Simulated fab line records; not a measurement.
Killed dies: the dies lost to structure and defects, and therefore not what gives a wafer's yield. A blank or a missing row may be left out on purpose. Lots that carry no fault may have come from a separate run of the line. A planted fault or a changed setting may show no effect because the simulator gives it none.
The tool behind it: which one? | flow sky130 | 6 lots, 18 wafers sampled, at 3 steps of a route of 708

== WHAT THE GAUGES READ, wafer by wafer ==
SKY_GATE_OXIDE_OVL_MEAS_10.
lot  | measured     | on         | GATE_OXIDE_OVL (nm)
L575 | day 14 21:20 | overlay-02 | -1.6 -0.5 -1.5
L580 | day 16 23:57 | overlay-02 | 0.0 -1.3 -0.6
L584 | day 18 14:00 | overlay-01 | 1.7 -1.7 0.4
L586 | day 18 19:27 | overlay-02 | 0.5 -0.4 -1.0
L591 | day 20 12:59 | overlay-02 | -0.7 -1.7 -0.4
L593 | day 21 09:34 | overlay-01 | -1.3 -1.9 -2.7

== WHAT TOOL EACH LOT RAN ON (gives the tool, then ch and the chambers of the sampled wafers, and finally the start) ==
lot  | SKY_PWDE_COAT_02                 | SKY_PWDE_STRIP_09
L575 | litho_track-02 ch 0, day 4 01:43 | plasma_asher-04 ch 0,1, day 4 10:16
L580 | litho_track-01 ch 0, day 5 07:55 | plasma_asher-03 ch 0,1, day 5 17:11
L584 | litho_track-01 ch 0, day 6 06:42 | plasma_asher-03 ch 0,1, day 6 16:44
L586 | litho_track-04 ch 0, day 6 11:35 | plasma_asher-01 ch 0,1, day 6 21:28
L591 | litho_track-04 ch 0, day 7 15:27 | plasma_asher-03 ch 0,1, day 8 01:58
L593 | litho_track-04 ch 0, day 8 04:51 | plasma_asher-03 ch 0,1, day 8 15:52
- SKY_PWDE_COAT_02: resist thk 3000 nm.
- SKY_PWDE_STRIP_09: strips in O2/N2.

== THE ANSWER, worked out from the rows above alone ==
Rule: the usual values come from the lots themselves. The widest of any qualifying gaps counts: lots, ordered by their means at a reading, are off when they make up no more than a third of the lots, leave a main group of 4 or more, and stand apart from it by 3 or more times the standard deviation of that group's means. The tables above print the reading to a certain number of digits; a main group whose means all agree to those digits is not used. A lot without any number at a reading at which 4 lots or more have one is off too. The other lots that the step has rows for count as sound.
None of the lots is off at any reading shown; this tells nothing.

== WHAT WAS PUT IN BY THE SIMULATOR ==
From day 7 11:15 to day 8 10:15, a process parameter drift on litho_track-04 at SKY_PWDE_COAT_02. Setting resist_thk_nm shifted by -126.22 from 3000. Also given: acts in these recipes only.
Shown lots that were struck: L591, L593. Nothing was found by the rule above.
